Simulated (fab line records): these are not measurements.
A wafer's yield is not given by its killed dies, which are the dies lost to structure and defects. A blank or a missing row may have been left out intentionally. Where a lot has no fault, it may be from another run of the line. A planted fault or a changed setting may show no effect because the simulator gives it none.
Problem report in the 8D (eight disciplines) form, filled by code | flow sky130 | the parts of the form that need people (team, actions taken, sign-off) are left out

## 1. THE PROBLEM
At SKY_VT_ADJUST_NCORE_IMPLANT_09, dose_ions_cm2 averages 2.5920e+12 over 6 wafers from 2 lots, while fault-free wafers read 2.4006e+12, standard deviation 2.6e+09. That is +74 standard deviations from the usual mean.
First seen on wafer L151.1, day 10 15:20, on implanter-01. At this step, 36 wafers from 12 lots have a number in the record. Rule for "out", or "out of limits": more than 4 standard deviations from the usual mean. All remaining wafers that have a number are taken as sound.

## 2. WHAT IT IS, AND WHAT IT ISN'T
question                    | is                     | is not
which readings at this step | dose_ions_cm2          | -
which lots                  | L151, L153             | L143, L144, L146, L147, L148, L149, L162, L163, L164, L166
which wafers of those lots  | all that have a number | -
read on which tools         | implanter-01           | implanter-02, implanter-04
when                        | from day 10 15:20      | up to then (18 sound wafers); but 12 sound wafers of L162, L163, L164, L166 came after

## 3. SUSPECTS, AND WHAT RULES EACH OUT
Counting: a tool at a process step up to the reading stays a suspect if it ran every lot that is out and no sound lot after the first of them.
- rtp_anneal-02 at SKY_NWELL_RTA_28 (time 30 s): ruled out as a lasting fault. The sound lots L162, L163, L164 went through it after L151, its earliest lot that is out (day 7 06:53).
- implanter-01 at SKY_VT_ADJUST_NCORE_IMPLANT_09: ruled out as a lasting fault. The sound lots L166 went through it after L151, its earliest lot that is out (day 10 15:20).
Left after counting: nothing in the record.

## 4. THE CAUSE (what the simulator had put in)
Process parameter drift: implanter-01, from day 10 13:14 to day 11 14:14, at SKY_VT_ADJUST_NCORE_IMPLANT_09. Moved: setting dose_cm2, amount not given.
Counting ruled it out, wrongly.

## 5. THE EFFECT CHAIN, in route order
Each row: a reading whose mean over the struck wafers that have a number lies more than 3 standard deviations from the usual. Only readings whose record carries a usual standard deviation are examined. hours: median over the lots of the time between each lot's start at the first step of this table that gives one and its start at this step. sigmas: the change, counted in usual standard deviations.
hours | step                           | reading            | usual      | on struck wafers | change      | sigmas
0     | SKY_VT_ADJUST_NCORE_IMPLANT_09 | dose_ions_cm2      | 2.4006e+12 | 2.5920e+12       | +1.9143e+11 | +74
0     | SKY_VT_ADJUST_NCORE_IMPLANT_09 | faraday_current_uA | 13.54      | 14.66            | +1.12       | +4.5
Here are the process steps it includes:
- SKY_VT_ADJUST_NCORE_IMPLANT_09
Later steps that measure or inspect, where all struck wafers having a row at the step show a number for every such reading and not one has moved that far: SKY_VT_ADJUST_NCORE_TW_MEAS_11, SKY_VT_ADJUST_HVTR_CD_MEAS_07.

## 6. WHAT WOULD HAVE CAUGHT IT SOONER
The fault began at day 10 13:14; the first out-of-limits reading in this record came at day 10 15:20, 2 hours later.
